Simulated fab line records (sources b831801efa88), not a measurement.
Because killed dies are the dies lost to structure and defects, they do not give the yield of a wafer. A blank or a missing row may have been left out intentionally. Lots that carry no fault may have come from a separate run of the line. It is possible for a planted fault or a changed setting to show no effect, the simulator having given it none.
The same fault as seen by 2 desks | flow gf180mcu | what lay behind the numbers comes last; until then each desk has only its own

AT THE METROLOGY DESK
Lot by lot, what the gauges showed, no matter which tool ran the lot: averages of those sampled wafers that carry a number. Any lot whose mean is over 4 standard deviations away from the usual mean is out of limits and marked OUT; that distance is given in the brackets.
Columns: A = STI_OXIDATION_THK at GF_STI_THK_MEAS_02, usual 10.07 nm; B = MVSD_TW at GF_MVSD_TW_MEAS_11, usual 1576
lot  | first seen here | A     | B
L500 | day 1 12:40     | 10.16 | 1566
L501 | day 1 16:31     | 10.22 | 1590
L502 | day 1 21:32     | 9.98  | 1570
L503 | day 2 03:47     | 10.19 | 1590
L504 | day 2 09:19     | 9.93  | 1579
L507 | day 2 23:55     | 9.85  | 1581
L510 | day 3 14:50     | 10.01 | 1584
L514 | day 4 09:32     | 10.09 | 1570
L516 | day 4 19:31     | 9.98  | 1578
L517 | day 5 00:32     | 10.06 | 1574
L518 | day 5 05:57     | 10.24 | 1575
L520 | day 5 18:20     | 9.91  | 1574
L522 | day 6 01:55     | 9.93  | 1576
L523 | day 6 07:01     | 10.07 | 1569
This desk found nothing out of limits on any of the 14 lots.

AT THE TOOL OWNER'S DESK: lithoTrack-03
At GF_STI_SOFTBAKE_08 (time 60 s), the tool's own readings, given per lot that ran on this tool as the mean of the sampled wafers with a number. Any lot whose mean is over 4 standard deviations away from the usual mean is out of limits and marked OUT; that distance is given in the brackets.
Columns: A = heaterPowerTotalW at GF_STI_SOFTBAKE_08, usual 93.06 W; B = plateTempC at GF_STI_SOFTBAKE_08, usual 130.00 C
lot  | first seen here | A               | B
L500 | day 1 20:35     | 93.04           | 130.03
L502 | day 2 05:23     | 93.05           | 130.08
L503 | day 2 11:53     | 93.11           | 129.82
L507 | day 3 08:24     | 92.00 (-17) OUT | 128.90 (-7.9) OUT
L514 | day 4 18:21     | 92.04 (-16) OUT | 128.75 (-8.9) OUT
This desk finds L507, L514 out of limits, L507 being first, at day 3 08:24 (heaterPowerTotalW at GF_STI_SOFTBAKE_08). In limits: L500, L502, L503.

ALL TOGETHER
The tool owner's desk could have raised an alarm at day 3 08:24, on L507, L514.
Nothing out of limits was seen by the metrology desk.
The metrology desk has L507, L514 on record, within its limits.
GF_STI_SOFTBAKE_08 was run on lithoTrack-03 by each of the lots named.

WHAT HAD BEEN PUT IN BY THE SIMULATOR
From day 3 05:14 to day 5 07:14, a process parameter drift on lithoTrack-03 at GF_STI_SOFTBAKE_08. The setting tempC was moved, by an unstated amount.
Shown lots that were struck: L507, L514.
Time in hours from fault onset to the first out-of-limits reading at each desk: the tool owner's desk, 3.
